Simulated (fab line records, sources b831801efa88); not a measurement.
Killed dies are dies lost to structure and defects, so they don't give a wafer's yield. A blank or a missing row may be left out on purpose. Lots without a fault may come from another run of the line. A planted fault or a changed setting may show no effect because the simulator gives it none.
fab line records | flow sky130
record lots=7 wafers=19 last_day=50
route steps=708 shown METAL1@434 PAD_OPEN@708
lots that met no fault: from a run of the same line without faults
start_h: hours from the record's first day to the start of the lot's first wafer shown | wait_h: hours since the lot's step before | " the same as in the row above | L1.1+2: a row that stands for several wafers | - no value, or no start given | * or withheld: withheld | < > ~ a bound
route shown NAME@n: a module of which the file shows steps, and the number in the route of the first | usual: mean/standard deviation of fault-free wafers | same: alike in all rows | chamber/n: place in a boat | sites: the reading at each site | _std_site: their standard deviation | _edge_site: outer sites' mean less inner sites' | radius_mm: how far each site lies from the wafer's centre | mask NAME#n: copy n | behind: the tool/chamber that last shaped the wafer | hold: why the lot was held/for how many hours/how that ended | device: the transistor (n, p or np) that didn't switch | end of line: the same wafers' tests at the end of the route | a step without rows: its recipe alone | killed: dies lost to structure and defects at the first sort, not the wafer's yield | map: a wafer's dies, x killed, . not, _ none there
set.NAME: the setting as run; set.NAME@STEP: as run at that earlier step | model.NAME: the simulator's own value behind a step, which no gauge read
lots at some steps of the route; a table a step, a row a wafer
services: from which hour (start_h, from the record's first day; less than 0 if before it) a tool's chamber was out of use, for how many hours, and why
## steps
# step SKY_METAL1_SPUTTER_00
# recipe material=Ti target_thk_nm=15 power_w=3000 time_s=10 chamber_pressure_pa=0.4
# usual chamber_pressure_pa=0.4000/0.00079 throttle_valve_pct=29.8/1.3
# columns lot.wafer tool chamber start_h wait_h chamber_pressure_pa throttle_valve_pct
L119.1 pvd_sputter-04 - 757.80 0.2 0.3997 27.0
L119.2 " - " " 0.3993 32.4
L119.5 " - " " 0.4010 30.9
L127.2 pvd_sputter-04 - 816.05 0.1 0.4002 30.6
L127.4 " - " " 0.3985 27.1
L129.2 pvd_sputter-03 - 827.05 0.1 0.4003 29.2
L129.3 " - " " 0.3993 29.2
L129.5 " - " " 0.4006 29.7
L128.2 pvd_sputter-01 - 828.22 0.1 0.3991 30.6
L128.3 " - " " 0.4007 29.4
L132.1 pvd_sputter-01 - 850.57 0.1 0.4000 30.8
L132.5 " - " " 0.4007 30.8
L132.6 " - " " 0.3978 29.5
L138.1 pvd_sputter-03 - 889.58 0.2 0.4002 29.6
L138.3 " - " " 0.4003 29.4
L138.5 " - " " 0.3999 29.5
L139.1 pvd_sputter-03 - 895.80 0.1 0.3996 29.4
L139.3 " - " " 0.3989 29.4
L139.6 " - " " 0.3995 29.0
# step SKY_METAL1_SPUTTER_01
# recipe material=TiN target_thk_nm=20 power_w=6500 time_s=16.7 chamber_pressure_pa=0.4
# usual chamber_pressure_pa=0.4000/0.00076 throttle_valve_pct=29.8/1.3
# columns lot.wafer tool chamber start_h wait_h chamber_pressure_pa throttle_valve_pct
L119.1 pvd_sputter-04 - 757.82 0.0 0.3993 26.9
L119.2 " - " " 0.4005 32.0
L119.5 " - " " 0.3995 30.6
L127.2 pvd_sputter-04 - 816.08 0.0 0.4003 30.5
L127.4 " - " " 0.3986 27.1
L129.2 pvd_sputter-03 - 827.07 0.0 0.3994 29.3
L129.3 " - " " 0.3999 29.3
L129.5 " - " " 0.3989 29.4
L128.2 pvd_sputter-01 - 828.24 0.0 0.3994 30.6
L128.3 " - " " 0.3993 29.5
L132.1 pvd_sputter-01 - 850.59 0.0 0.4000 30.9
L132.5 " - " " 0.4007 30.7
L132.6 " - " " 0.3989 29.5
L138.1 pvd_sputter-03 - 889.60 0.0 0.3995 29.4
L138.3 " - " " 0.4013 29.2
L138.5 " - " " 0.3999 29.7
L139.1 pvd_sputter-03 - 895.83 0.0 0.3990 29.0
L139.3 " - " " 0.4002 29.3
L139.6 " - " " 0.4003 29.1
# step SKY_METAL1_SPUTTER_02
# recipe material=AlCu target_thk_nm=250 power_w=10600 time_s=13.3 chamber_pressure_pa=0.4
# usual chamber_pressure_pa=0.4000/0.00083 throttle_valve_pct=29.8/1.4
# columns lot.wafer tool chamber start_h wait_h chamber_pressure_pa throttle_valve_pct
L119.1 pvd_sputter-04 - 757.85 0.0 0.4000 26.8
L119.2 " - " " 0.4002 32.1
L119.5 " - " " 0.4015 30.7
L127.2 pvd_sputter-04 - 816.10 0.0 0.4000 30.7
L127.4 " - " " 0.3998 26.5
L129.2 pvd_sputter-03 - 827.10 0.0 0.3993 29.1
L129.3 " - " " 0.3994 29.3
L129.5 " - " " 0.3985 29.8
L128.2 pvd_sputter-01 - 828.27 0.0 0.4001 30.7
L128.3 " - " " 0.4004 29.4
L132.1 pvd_sputter-01 - 850.61 0.0 0.3999 30.9
L132.5 " - " " 0.4006 30.9
L132.6 " - " " 0.3995 29.4
L138.1 pvd_sputter-03 - 889.63 0.0 0.4003 29.6
L138.3 " - " " 0.4007 29.3
L138.5 " - " " 0.3998 29.5
L139.1 pvd_sputter-03 - 895.85 0.0 0.4004 29.2
L139.3 " - " " 0.4003 29.2
L139.6 " - " " 0.4007 29.1
# step SKY_METAL1_SPUTTER_03
# recipe material=Ti target_thk_nm=5 power_w=3000 time_s=3.3 chamber_pressure_pa=0.4
# usual chamber_pressure_pa=0.4000/0.00085 throttle_valve_pct=29.8/1.3
# columns lot.wafer tool chamber start_h wait_h chamber_pressure_pa throttle_valve_pct
L119.1 pvd_sputter-04 - 757.87 0.0 0.4004 26.9
L119.2 " - " " 0.4003 32.3
L119.5 " - " " 0.3999 30.8
L127.2 pvd_sputter-04 - 816.13 0.0 0.3993 30.5
L127.4 " - " " 0.4001 27.1
L129.2 pvd_sputter-03 - 827.12 0.0 0.4004 29.3
L129.3 " - " " 0.3988 29.4
L129.5 " - " " 0.4005 29.8
L128.2 pvd_sputter-01 - 828.29 0.0 0.3978 30.6
L128.3 " - " " 0.4009 29.3
L132.1 pvd_sputter-01 - 850.64 0.0 0.3996 30.5
L132.5 " - " " 0.4000 30.7
L132.6 " - " " 0.4003 29.6
L138.1 pvd_sputter-03 - 889.65 0.0 0.4001 29.5
L138.3 " - " " 0.4013 29.2
L138.5 " - " " 0.4002 29.7
L139.1 pvd_sputter-03 - 895.88 0.0 0.4003 29.3
L139.3 " - " " 0.3995 29.2
L139.6 " - " " 0.3998 29.1
# step SKY_METAL1_SPUTTER_04
# recipe material=TiN target_thk_nm=70 power_w=6500 time_s=58.3 chamber_pressure_pa=0.4
# step SKY_METAL1_RS_MEAS_05
# recipe thk_meas_gauge=four-point-probe reads=TiN_of_METAL1_SPUTTER_04+Ti_of_METAL1_SPUTTER_03+AlCu_of_METAL1_SPUTTER_02+TiN_of_METAL1_SPUTTER_01+Ti_of_METAL1_SPUTTER_00
# usual METAL1_ALCU_RS=0.1265/0.0012
# columns lot.wafer tool chamber start_h wait_h METAL1_ALCU_RS[ohm/sq]
L119.1 film_metro-04 - 757.94 0.0 0.1260
L119.2 " - " " 0.1267
L119.5 " - " " 0.1272
L127.2 film_metro-02 - 816.21 0.0 0.1249
L127.4 " - " " 0.1253
L129.2 film_metro-04 - 827.21 0.0 0.1271
L129.3 " - " " 0.1263
L129.5 " - " " 0.1260
L128.2 film_metro-04 - 828.38 0.0 0.1251
L128.3 " - " " 0.1262
L132.1 film_metro-04 - 850.70 0.0 0.1276
L132.5 " - " " 0.1273
L132.6 " - " " 0.1286
L138.1 film_metro-03 - 889.72 0.0 0.1240
L138.3 " - " " 0.1256
L138.5 " - " " 0.1245
L139.1 film_metro-02 - 895.94 0.0 0.1250
L139.3 " - " " 0.1240
L139.6 " - " " 0.1251
# step SKY_METAL1_THK_MEAS_06
# recipe thk_meas_gauge=xrf reads=AlCu_of_METAL1_SPUTTER_02
# usual METAL1_ALCU_THK=250.2/2.6
# columns lot.wafer tool chamber start_h wait_h METAL1_ALCU_THK[nm]
L119.1 film_metro-04 - 758.06 0.1 247.5
L119.2 " - " " 248.7
L119.5 " - " " 248.7
L127.2 film_metro-02 - 816.32 0.1 253.5
L127.4 " - " " 250.2
L129.2 film_metro-04 - 827.32 0.1 250.4
L129.3 " - " " 250.6
L129.5 " - " " 252.6
L128.2 film_metro-04 - 828.49 0.1 252.3
L128.3 " - " " 249.9
L132.1 film_metro-04 - 850.82 0.1 248.2
L132.5 " - " " 248.3
L132.6 " - " " 245.7
L138.1 film_metro-03 - 889.84 0.1 254.5
L138.3 " - " " 254.0
L138.5 " - " " 256.2
L139.1 film_metro-02 - 896.06 0.1 253.0
L139.3 " - " " 255.2
L139.6 " - " " 251.4
# step SKY_METAL1_DEHYDRATE_07
# recipe temp_c=200 time_s=60
# step SKY_METAL1_HMDS_08
# recipe prime_time_s=60 prime_temp_c=120
# step SKY_METAL1_COAT_09
# recipe resist=BARC temp_c=withheld time_s=withheld spin_rpm=3000 resist_thk_nm=60
# step SKY_METAL1_COAT_10
# recipe resist=KrF-thick spin_rpm=3000 resist_thk_nm=450
# step SKY_METAL1_SOFTBAKE_11
# recipe temp_c=100 time_s=90 resist=KrF-thick
# step SKY_METAL1_EXPOSE_12
# recipe mask_id=MM1 na=0.8 source_shape=annular sigma_inner=0.55 sigma_outer=0.85 target_cd_nm=140 dose_mj=28
# columns lot.wafer tool chamber start_h wait_h mask
L119.1+2+5 krf_scanner-01 0 771.98 - MM1#0
L127.2+4 krf_scanner-01 0 829.78 - MM1#0
L129.2+3+5 krf_scanner-01 0 839.52 - MM1#0
L128.2+3 krf_scanner-01 0 841.01 - MM1#0
L132.1+5+6 krf_scanner-02 0 863.53 - MM1#0
L138.1+3+5 krf_scanner-02 0 902.24 - MM1#0
L139.1+3+6 krf_scanner-02 0 909.11 - MM1#0
# step SKY_METAL1_PEB_13
# recipe peb_temp_c=withheld peb_time_s=withheld resist=KrF-thick
# step SKY_METAL1_DEVELOP_14
# recipe develop_time_s=60 resist=KrF-thick dev_temp_c=21
# step SKY_METAL1_CD_MEAS_15
# recipe target_cd_nm=140
# usual cd_nm=139.2/1.7
# columns lot.wafer tool chamber start_h wait_h hold cd_nm
L119.1 cd_sem-01 - 785.10 - - 140.5
L119.2 " - " " - 141.2
L119.5 " - " " - 141.2
L127.2 cd_sem-01 - 842.33 - await_dispo/0.2h/release 90.4
L127.4 " - " " await_dispo/0.2h/release 140.7
L127.2 cd_sem-01 - 842.62 0.3 - 90.4
L127.4 " - " " - 140.8
L129.2 cd_sem-02 - 852.77 - await_dispo/0.2h/release 87.5
L129.3 " - " " await_dispo/0.2h/release 138.6
L129.5 " - " " await_dispo/0.2h/release 86.8
L129.2 cd_sem-02 - 853.06 0.3 - 87.1
L129.3 " - " " - 138.5
L129.5 " - " " - 86.6
L128.2 cd_sem-02 - 853.93 - await_dispo/0.2h/release 85.3
L128.3 " - " " await_dispo/0.2h/release 137.0
L128.2 cd_sem-02 - 854.22 0.3 - 85.4
L128.3 " - " " - 136.8
L132.1 cd_sem-02 - 876.71 - - 140.7
L132.5 " - " " - 140.4
L132.6 " - " " - 140.3
L138.1 cd_sem-01 - 914.66 - - 141.1
L138.3 " - " " - 142.0
L138.5 " - " " - 139.4
L139.1 cd_sem-02 - 920.50 - - 140.1
L139.3 " - " " - 139.0
L139.6 " - " " - 141.7
# step SKY_METAL1_OVL_MEAS_16
# usual METAL1_OVL=4/4.2
# columns lot.wafer tool chamber start_h wait_h hold METAL1_OVL[nm]
L119.1 overlay-02 - 785.22 0.1 - 4
L119.2 " - " " - 12
L119.5 " - " " - 5
L127.2 overlay-02 - 845.40 2.8 await_dispo/2.7h/release 3
L127.4 " - " " await_dispo/2.7h/release 6
L129.2 overlay-01 - 856.63 3.5 await_dispo/3.5h/release 3
L129.3 " - " " await_dispo/3.5h/release 3
L129.5 " - " " await_dispo/3.5h/release 5
L128.2 overlay-01 - 861.82 7.6 await_dispo/7.5h/release 3
L128.3 " - " " await_dispo/7.5h/release 4
L132.1 overlay-01 - 876.83 0.1 - 4
L132.5 " - " " - 3
L132.6 " - " " - 0
L138.1 overlay-02 - 914.78 0.1 - -1
L138.3 " - " " - 5
L138.5 " - " " - 1
L139.1 overlay-02 - 920.62 0.1 - 2
L139.3 " - " " - 1
L139.6 " - " " - -2
# step SKY_METAL1_DESCUM_17
# recipe chemistry=O2 source_power_w=150 bias_power_w=0 pressure_mtorr=10 temp_c=40 time_s=8
# usual drypump_motor_current_A=6.0/0.76 oes_product_au=0.998/0.0093
# columns lot.wafer tool chamber start_h wait_h drypump_motor_current_A oes_product_au rf_hours_counter_h model.METAL1.cd_nm
L119.1 rie_metal-01 1 785.25 0.0 5.0 1.015 12 139.9
L119.2 " 0 " " 4.7 0.998 10 141.6
L119.5 " 0 " " 4.8 0.990 - 141.1
L127.2 rie_metal-02 1 845.44 0.0 6.3 1.000 - 90.42
L127.4 " 1 " " 6.4 0.998 - 141
L129.2 rie_metal-03 0 856.66 0.0 6.1 1.000 11 87.34
L129.3 " 1 " " 5.8 0.975 - 138.4
L129.5 " 0 " " 6.1 0.984 - 86.56
L128.2 rie_metal-01 1 861.85 0.0 5.0 1.003 15 84.82
L128.3 " 1 " " 5.0 1.009 - 136.5
L132.1 rie_metal-03 0 876.87 0.0 6.1 0.995 12 140.4
L132.5 " 0 " " 6.1 0.994 - 140.4
L132.6 " 1 " " 5.8 0.988 - 140
L138.1 rie_metal-02 0 914.82 0.0 6.8 1.005 3 141.6
L138.3 " 0 " " 6.8 1.006 - 142.4
L138.5 " 0 " " 6.8 1.006 - 139.2
L139.1 rie_metal-03 0 920.65 0.0 6.1 0.995 13 140.7
L139.3 " 1 " " 5.8 0.988 - 138.1
L139.6 " 0 " " 6.1 0.981 - 141.4
# step SKY_METAL1_ETCH_18
# recipe chemistry=N2/H2 target=BARC ion_energy_ev=200 bias_w=100 pressure_mtorr=30 n2_flow_sccm=100 h2_flow_sccm=200 icp_w=500 stop_on=SiO2 time_s=45.9 target_depth_a=600
# usual drypump_motor_current_A=6.0/0.76 oes_product_au=0.854/0.0045 throttle_valve_pct=13.224/0.0098
# columns lot.wafer tool chamber start_h wait_h drypump_motor_current_A oes_product_au rf_hours_counter_h throttle_valve_pct
L119.1 rie_metal-01 1 785.29 0.0 5.0 0.848 12 13.217
L119.2 " 0 " " 4.8 0.856 10 13.236
L119.5 " 0 " " 4.8 0.857 - 13.223
L127.2 rie_metal-02 1 845.51 0.1 6.4 0.860 - 13.226
L127.4 " 1 " " 6.4 0.855 - 13.209
L129.2 rie_metal-03 0 856.69 0.0 6.1 0.843 11 13.232
L129.3 " 1 " " 5.8 0.848 - 13.229
L129.5 " 0 " " 6.1 0.853 - 13.231
L128.2 rie_metal-01 1 861.88 0.0 5.0 0.850 15 13.225
L128.3 " 1 " " 5.0 0.860 - 13.214
L132.1 rie_metal-03 0 876.90 0.0 6.1 0.846 12 13.231
L132.5 " 0 " " 6.1 0.856 - 13.241
L132.6 " 1 " " 5.8 0.857 - 13.238
L138.1 rie_metal-02 0 914.85 0.0 6.8 0.849 3 13.204
L138.3 " 0 " " 6.8 0.857 - 13.231
L138.5 " 0 " " 6.8 0.847 - 13.218
L139.1 rie_metal-03 0 920.69 0.0 6.1 0.852 13 13.222
L139.3 " 1 " " 5.8 0.855 - 13.230
L139.6 " 0 " " 6.1 0.850 - 13.233
# step SKY_METAL1_METAL_ETCH_19
# recipe target_depth_a=3600 stop_on=SiO2 over_etch_frac=0.3 time_s=78 chemistry=Cl2/BCl3 resist_sidewall_deg=88 pressure_mtorr=10 icp_w=900 bias_w=48.5 Cl2_flow_sccm=60 bcl3_flow_sccm=30
# usual drypump_motor_current_A=6.0/0.76 oes_product_au=0.854/0.0049 throttle_valve_pct=22.264/0.0093
# columns lot.wafer tool chamber start_h wait_h drypump_motor_current_A oes_product_au rf_hours_counter_h throttle_valve_pct model.METAL1.cd_nm
L119.1 rie_metal-01 1 785.35 0.0 5.0 0.854 13 22.270 138
L119.2 " 0 " " 4.8 0.857 10 22.271 142
L119.5 " 0 " " 4.8 0.851 - 22.263 142.4
L127.2 rie_metal-02 1 845.65 0.1 6.4 0.856 - 22.275 86.63
L127.4 " 1 " " 6.4 0.853 - 22.264 137.5
L129.2 rie_metal-03 0 856.75 0.0 6.1 0.850 11 22.258 86.85
L129.3 " 1 " " 5.8 0.851 - 22.281 135.3
L129.5 " 0 " " 6.1 0.859 - 22.276 86.33
L128.2 rie_metal-01 1 861.95 0.0 5.1 0.856 15 22.266 84.77
L128.3 " 1 " " 5.0 0.856 - 22.265 138.1
L132.1 rie_metal-03 0 876.96 0.0 6.1 0.845 12 22.242 139.4
L132.5 " 0 " " 6.1 0.849 - 22.280 140.6
L132.6 " 1 " " 5.8 0.844 - 22.268 135.8
L138.1 rie_metal-02 0 914.91 0.0 6.8 0.863 3 22.269 140.1
L138.3 " 0 " " 6.8 0.857 - 22.266 140.3
L138.5 " 0 " " 6.8 0.859 - 22.267 138.4
L139.1 rie_metal-03 0 920.75 0.0 6.1 0.862 13 22.263 141.6
L139.3 " 1 " " 5.8 0.853 - 22.260 137.7
L139.6 " 0 " " 6.1 0.853 - 22.256 141.4
# step SKY_METAL1_STRIP_20
# recipe chemistry=O2/N2 power_w=1400 pressure_mtorr=1500 platen_temp_c=withheld o2_flow_sccm=3000 n2_flow_sccm=300 overash_fraction=0.5
# step SKY_PAD_OPEN_PROBE_99
# usual defect_limited_yield=82.3/2 killed_at_M0_to_M3=43/7.3 killed_at_M4_up=3.1/1.7 killed_at_contacts=25/5.3 killed_at_front_end=15/4.3 killed_at_other=0.2/0.54 killed_dies=87/10 killed_on_rim=17/3.9 killed_open=48/7.6 killed_short=38/6.1 sort_bin_3_pad_short=0.9/0.42 sort_bin_5_function=10.5/1.5 sort_bin_6_memory=6.3/1.2 sort_n_pass=405/10 sort_yield_pct=82.3/2
# same gross_dies=492 killed_at_back_side=0 sort_bin_4_leakage[%]=0 sort_bin_8_speed[%]=0
# columns lot.wafer tool chamber start_h wait_h hold defect_limited_yield[%] killed_at_M0_to_M3 killed_at_M4_up killed_at_contacts killed_at_front_end killed_at_other killed_dies killed_on_rim killed_open killed_short sort_bin_3_pad_short[%] sort_bin_5_function[%] sort_bin_6_memory[%] sort_n_pass sort_yield_pct[%]
L119.1 prober-01 - 1089.87 0.1 - 83.3 45 3 24 10 0 82 20 47 35 0.6 9.8 6.3 410 83.3
L119.2 prober-01 - 1089.92 0.1 - 83.3 51 0 24 7 0 82 18 41 39 1.0 10.0 5.7 410 83.3
L119.5 prober-01 - 1090.07 0.2 - 80.1 45 7 30 16 0 98 18 55 43 0.4 11.8 7.7 394 80.1
L127.2 prober-01 - 1135.60 0.1 - 0 449 3 25 15 0 492 96 57 37 1.0 91.5 7.5 0 0
L127.4 prober-01 - 1135.70 0.2 - 81.9 44 2 29 14 0 89 15 45 43 2.0 12.4 3.7 403 81.9
L129.2 prober-02 - 1143.69 0.1 await_dispo/1.0h/release 0 455 5 22 10 0 492 96 42 34 1.0 93.1 5.9 0 0
L129.3 prober-02 - 1143.74 0.2 await_dispo/1.0h/release 83.3 46 4 22 10 0 82 14 37 45 1.4 9.6 5.7 410 83.3
L129.5 prober-02 - 1143.84 0.2 await_dispo/1.0h/release 0 443 2 34 13 0 492 96 44 36 0.8 94.7 4.5 0 0
L128.2 prober-01 - 1145.58 0.1 - 0 452 6 20 14 0 492 96 40 37 1.2 92.5 6.3 0 0
L128.3 prober-01 - 1145.63 0.2 - 81.9 43 4 29 13 0 89 19 49 40 1.0 11.6 5.5 403 81.9
L132.1 prober-02 - 1159.73 0.1 - 76.8 60 2 26 26 0 114 25 60 53 0.8 14.6 7.7 378 76.8
L132.5 prober-02 - 1159.93 0.2 - 80.9 54 5 24 11 0 94 17 52 42 1.4 11.0 6.7 398 80.9
L132.6 prober-02 - 1159.98 0.2 - 81.5 52 1 20 18 0 91 14 49 42 1.6 10.4 6.5 401 81.5
L138.1 prober-02 - 1187.13 0.1 - 82.1 42 3 20 22 1 88 12 56 32 0.8 10.4 6.7 404 82.1
L138.3 prober-02 - 1187.23 0.2 - 80.7 44 7 20 24 0 95 18 45 49 1.0 10.0 8.3 397 80.7
L138.5 prober-02 - 1187.33 0.2 - 83.7 38 6 22 14 0 80 11 51 29 0.6 10.8 4.9 412 83.7
L139.1 prober-01 - 1192.91 0.1 - 81.1 43 4 31 15 0 93 12 58 34 1.2 12.4 5.3 399 81.1
L139.3 prober-01 - 1193.01 0.2 - 82.7 46 5 22 12 0 85 19 47 38 1.2 12.0 4.1 407 82.7
L139.6 prober-01 - 1193.16 0.2 - 84.3 37 1 29 10 0 77 13 41 36 1.0 8.7 5.9 415 84.3
# killed by level:class
L119.1 VIA1:geometric_particle:open=14 CONTACT:geometric_particle:open=11 METAL2:geometric_particle:short=6 VIA3:geometric_particle:short=5 VIA3:geometric_particle:open=5 METAL1:geometric_particle:short=4 VIA1:geometric_particle:short=4 VIA2:geometric_particle:open=4
L119.2 CONTACT:geometric_particle:open=10 VIA1:geometric_particle:open=9 VIA3:geometric_particle:open=8 METAL1:geometric_particle:short=7 VIA1:geometric_particle:short=6 LI_CONTACT:geometric_particle:open=5 METAL3:geometric_particle:short=5 VIA2:geometric_particle:open=5
L119.5 VIA1:geometric_particle:open=10 LI_CONTACT:geometric_particle:open=9 CONTACT:geometric_particle:open=8 VIA2:geometric_particle:open=8 FIELD_ISO:geometric_particle:open=6 METAL1:geometric_particle:short=6 CONTACT:geometric_particle:short=5 VIA2:geometric_particle:short=5
L127.2 METAL1:area_expose=398 VIA3:geometric_particle:open=13 VIA1:geometric_particle:open=10 CONTACT:geometric_particle:open=7 METAL2:geometric_particle:short=7 VIA2:geometric_particle:open=7 POLY_GATE:geometric_particle:open=5 LI_CONTACT:geometric_particle:open=5
L127.4 VIA1:geometric_particle:open=15 LI_CONTACT:geometric_particle:open=12 CONTACT:geometric_particle:short=6 METAL2:geometric_particle:short=5 CONTACT:geometric_particle:open=5 METAL3:geometric_particle:short=5 LOCAL_INTERCONNECT:geometric_particle:short=4 VIA1:geometric_particle:short=4
L129.2 METAL1:area_expose=416 CONTACT:geometric_particle:open=9 METAL1:geometric_particle:short=9 VIA1:geometric_particle:open=7 METAL2:geometric_particle:short=5 CONTACT:geometric_particle:short=5 VIA2:geometric_particle:open=5 VIA3:geometric_particle:open=5
L129.3 CONTACT:geometric_particle:open=9 METAL1:geometric_particle:short=9 VIA2:geometric_particle:short=7 VIA1:geometric_particle:open=6 VIA2:geometric_particle:open=5 VIA3:geometric_particle:open=5 VIA3:geometric_particle:short=4 LOCAL_INTERCONNECT:geometric_particle:short=4
L129.5 METAL1:area_expose=412 LI_CONTACT:geometric_particle:open=12 CONTACT:geometric_particle:open=10 VIA1:geometric_particle:open=7 FIELD_ISO:geometric_particle:short=5 VIA3:geometric_particle:open=5 CONTACT:geometric_particle:short=5 FIELD_ISO:geometric_particle:open=4
L128.2 METAL1:area_expose=415 VIA1:geometric_particle:short=9 VIA1:geometric_particle:open=8 CONTACT:geometric_particle:open=7 FIELD_ISO:geometric_particle:short=5 METAL1:geometric_particle:short=5 LI_CONTACT:geometric_particle:open=5 VIA3:geometric_particle:open=5
L128.3 CONTACT:geometric_particle:open=12 VIA1:geometric_particle:open=12 LI_CONTACT:geometric_particle:open=6 METAL1:geometric_particle:short=5 VIA2:geometric_particle:open=5 VIA3:geometric_particle:open=5 LOCAL_INTERCONNECT:geometric_particle:short=4 VIA1:geometric_particle:short=4
L132.1 VIA1:geometric_particle:short=12 VIA1:geometric_particle:open=11 SPACER:geometric_particle:open=8 CONTACT:geometric_particle:open=8 VIA2:geometric_particle:open=8 FIELD_ISO:geometric_particle:open=7 METAL1:geometric_particle:short=7 VIA3:geometric_particle:open=6
L132.5 VIA1:geometric_particle:open=14 VIA2:geometric_particle:open=10 LOCAL_INTERCONNECT:geometric_particle:short=8 CONTACT:geometric_particle:open=8 VIA1:geometric_particle:short=6 METAL2:geometric_particle:short=6 LI_CONTACT:geometric_particle:open=5 METAL1:geometric_particle:short=4
L132.6 VIA3:geometric_particle:open=9 VIA1:geometric_particle:open=9 CONTACT:geometric_particle:open=8 CONTACT:geometric_particle:short=6 VIA3:geometric_particle:short=6 VIA1:geometric_particle:short=6 FIELD_ISO:geometric_particle:open=5 VIA2:geometric_particle:open=5
L138.1 VIA1:geometric_particle:open=12 FIELD_ISO:geometric_particle:open=10 CONTACT:geometric_particle:open=8 FIELD_ISO:geometric_particle:short=6 LI_CONTACT:geometric_particle:open=5 VIA1:geometric_particle:short=4 METAL1:geometric_particle:short=4 VIA2:geometric_particle:open=4
L138.3 VIA1:geometric_particle:open=16 FIELD_ISO:geometric_particle:short=9 CONTACT:geometric_particle:open=7 METAL1:geometric_particle:short=6 FIELD_ISO:geometric_particle:open=5 LI_CONTACT:geometric_particle:open=5 VIA1:geometric_particle:short=5 CONTACT:geometric_particle:short=4
L138.5 CONTACT:geometric_particle:open=10 FIELD_ISO:geometric_particle:open=8 VIA1:geometric_particle:open=8 VIA3:geometric_particle:open=7 LI_CONTACT:geometric_particle:open=6 METAL2:geometric_particle:short=6 METAL1:geometric_particle:short=6 VIA2:geometric_particle:open=5
L139.1 CONTACT:geometric_particle:open=12 VIA1:geometric_particle:open=11 LI_CONTACT:geometric_particle:open=11 VIA2:geometric_particle:open=7 METAL1:geometric_particle:short=6 POLY_GATE:geometric_particle:open=5 METAL3:geometric_particle:short=5 VIA3:geometric_particle:open=5
L139.3 VIA1:geometric_particle:open=10 CONTACT:geometric_particle:open=8 LI_CONTACT:geometric_particle:open=7 METAL3:geometric_particle:short=6 VIA3:geometric_particle:open=5 POLY_GATE:geometric_particle:open=4 VIA2:geometric_particle:open=4 METAL1:geometric_particle:short=4
L139.6 CONTACT:geometric_particle:open=15 METAL1:geometric_particle:short=7 METAL2:geometric_particle:short=7 VIA1:geometric_particle:open=6 FIELD_ISO:geometric_particle:open=4 LI_CONTACT:geometric_particle:open=4 CONTACT:geometric_particle:short=4 VIA1:geometric_particle:short=4
# map L127.2 (x killed, . not)
__________xxxxxxxxxx_________
________xxxxxxxxxxxxxx_______
______xxxxxxxxxxxxxxxxxx_____
_____xxxxxxxxxxxxxxxxxxxx____
____xxxxxxxxxxxxxxxxxxxxxx___
___xxxxxxxxxxxxxxxxxxxxxxxx__
__xxxxxxxxxxxxxxxxxxxxxxxxxx_
_xxxxxxxxxxxxxxxxxxxxxxxxxxxx
_xxxxxxxxxxxxxxxxxxxxxxxxxxxx
_xxxxxxxxxxxxxxxxxxxxxxxxxxxx
_xxxxxxxxxxxxxxxxxxxxxxxxxxxx
_xxxxxxxxxxxxxxxxxxxxxxxxxxxx
_xxxxxxxxxxxxxxxxxxxxxxxxxxxx
_xxxxxxxxxxxxxxxxxxxxxxxxxxxx
_xxxxxxxxxxxxxxxxxxxxxxxxxxxx
__xxxxxxxxxxxxxxxxxxxxxxxxxx_
___xxxxxxxxxxxxxxxxxxxxxxxx__
____xxxxxxxxxxxxxxxxxxxxxx___
_____xxxxxxxxxxxxxxxxxxxx____
______xxxxxxxxxxxxxxxxxx_____
________xxxxxxxxxxxxxx_______
__________xxxxxxxxxx_________
# map L128.2 (x killed, . not)
__________xxxxxxxxxx_________
________xxxxxxxxxxxxxx_______
______xxxxxxxxxxxxxxxxxx_____
_____xxxxxxxxxxxxxxxxxxxx____
____xxxxxxxxxxxxxxxxxxxxxx___
___xxxxxxxxxxxxxxxxxxxxxxxx__
__xxxxxxxxxxxxxxxxxxxxxxxxxx_
_xxxxxxxxxxxxxxxxxxxxxxxxxxxx
_xxxxxxxxxxxxxxxxxxxxxxxxxxxx
_xxxxxxxxxxxxxxxxxxxxxxxxxxxx
_xxxxxxxxxxxxxxxxxxxxxxxxxxxx
_xxxxxxxxxxxxxxxxxxxxxxxxxxxx
_xxxxxxxxxxxxxxxxxxxxxxxxxxxx
_xxxxxxxxxxxxxxxxxxxxxxxxxxxx
_xxxxxxxxxxxxxxxxxxxxxxxxxxxx
__xxxxxxxxxxxxxxxxxxxxxxxxxx_
___xxxxxxxxxxxxxxxxxxxxxxxx__
____xxxxxxxxxxxxxxxxxxxxxx___
_____xxxxxxxxxxxxxxxxxxxx____
______xxxxxxxxxxxxxxxxxx_____
________xxxxxxxxxxxxxx_______
__________xxxxxxxxxx_________
## services
# columns tool chamber start_h hours kind
krf_scanner-01 - 736.82 4.0 pm
krf_scanner-01 - 740.84 1.0 pm
rie_metal-03 - 771.30 2.8 pm
krf_scanner-02 - 807.08 4.4 pm
rie_metal-02 1 825.03 7.7 repair
krf_scanner-02 - 825.51 1.3 pm
krf_scanner-02 - 828.55 4.0 pm
krf_scanner-01 - 834.85 1.3 pm
krf_scanner-02 - 842.01 1.4 repair
rie_metal-02 0 842.36 - clean
rie_metal-02 0 842.36 19.5 scheduled_down
rie_metal-02 0 842.36 19.5 vent_cycle
krf_scanner-01 0 845.22 - calibration
krf_scanner-02 - 855.27 0.8 pm
krf_scanner-01 - 868.41 0.8 pm
pvd_sputter-03 - 869.83 7.2 repair
rie_metal-02 1 871.10 - clean
rie_metal-02 1 871.10 24.2 scheduled_down
rie_metal-02 1 871.10 24.2 vent_cycle
krf_scanner-02 0 886.98 - calibration
krf_scanner-02 - 893.52 1.0 pm
rie_metal-03 0 903.81 3.6 repair
krf_scanner-01 - 908.79 1.0 pm
pvd_sputter-04 - 914.77 0.9 repair
## key
first_sign step=SKY_METAL1_CD_MEAS_15 reading=visit direction=added
effect step=SKY_METAL1_CD_MEAS_15 reading=cd_nm direction=down sigmas=30 usual=139.2 struck=87.5
effect step=SKY_PAD_OPEN_PROBE_99 reading=killed_at_M0_to_M3 direction=up sigmas=56 usual=43 struck=450
model_effect step=SKY_METAL1_DESCUM_17 value=METAL1.cd_nm without=139.1 struck=87.29
model_effect step=SKY_METAL1_METAL_ETCH_19 value=METAL1.cd_nm without=137.9 struck=86.15
more_kills_born_at SKY_METAL1_EXPOSE_12@krf_scanner-01=1641
met_at SKY_METAL1_EXPOSE_12
struck_wafers L127.2,L128.2,L129.2,L129.5
later_rows_left_out L127.2,L128.2,L129.2,L129.5
onset_between 771.98 829.78
fault kind=process_parameter_drift tool=krf_scanner-01 chamber=- onset_h=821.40 steps=SKY_METAL1_EXPOSE_12 channel=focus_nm offset=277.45 shape=step end_h=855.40 scope=struck_wafers_only
# later_rows_left_out: the simulator's readings of these wafers behind a module that went badly wrong aren't trusted and aren't shown, but for the sort
